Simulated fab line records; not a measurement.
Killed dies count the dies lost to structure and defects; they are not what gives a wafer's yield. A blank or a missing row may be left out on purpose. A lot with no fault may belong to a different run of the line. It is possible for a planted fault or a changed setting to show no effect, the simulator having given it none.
8D (eight disciplines) problem report, filled in by code || flow gf180mcu || the parts of the form that need people (team, actions taken, sign-off) are left out

1. THE PROBLEM
At GF_DNWELL_IMPLANT_07, beam energy keV averages 1470.8 over 6 wafers from 2 lots, while fault-free wafers read 1499.9, standard deviation 0.44. That puts it -66 standard deviations away from the usual mean.
First seen on wafer L276.1, day 7 04:25, on implanter-04. The record holds 42 wafers of 14 lots with a number at this step. By rule, "out" or "out of limits" means more than 4 standard deviations away from the usual mean. All remaining wafers that have a number are taken as sound.

2. WHAT IT IS, AND WHAT IT ISN'T
{"question": "which readings at this step", "is": "beam energy keV", "is not": "-"}
{"question": "which lots", "is": "L276, L277", "is not": "L256, L258, L259, L260, L261, L263, L264, L265, L267, L268, L269, L273"}
{"question": "which wafers of those lots", "is": "all that have a number", "is not": "-"}
{"question": "read on which tools", "is": "implanter-04", "is not": "implanter-01, implanter-03"}
{"question": "when", "is": "from day 7 04:25", "is not": "up to then (36 sound wafers)"}

3. THE SUSPECTS, EACH WITH WHAT RULES IT OUT
Counting: a tool at any process step up to the reading remains a suspect when it ran all the lots that are out and ran no sound lot after the first of those.
- implanter-04 at GF_DNWELL_IMPLANT_07: kept. Every lot that is out went through it, starting with L276 (day 7 04:25), and after that it ran no sound lot; the last sound lot it ran before then is L269 (day 5 17:25). Its own beam energy keV readings are out on those wafers.
Remaining after the count: implanter-04 at GF_DNWELL_IMPLANT_07.

4. THE CAUSE (what the simulator had put in)
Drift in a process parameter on implanter-04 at GF_DNWELL_IMPLANT_07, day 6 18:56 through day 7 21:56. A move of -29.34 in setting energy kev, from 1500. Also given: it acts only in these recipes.
Only this tool survived the counting.

5. THE EFFECT CHAIN, in route order
Rows list readings where the struck wafers' mean (over those with a number) sits beyond 3 standard deviations from the usual. Readings are gone through only where the record gives a usual standard deviation; hours: the median, over the lots, of the time from a lot's start at the first step in this table giving one to that lot's start at this step; sigmas: the change measured in usual standard deviations.
{"hours": 0, "step": "GF_DNWELL_IMPLANT_07", "reading": "beam energy keV", "usual": 1499.9, "on struck wafers": 1470.8, "change": -29.1, "sigmas": -66}
The process steps in it:
- GF_DNWELL_IMPLANT_07
Later steps that measure or inspect, where all struck wafers having a row at the step show a number for every such reading and not one has moved that far: GF_M1_THK_MEAS_06, GF_V2_OVL_MEAS_15.

6. WHAT WOULD HAVE CAUGHT IT SOONER
9 hours passed between the start of the fault at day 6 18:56 and the first reading out of limits in this record, taken at day 7 04:25.
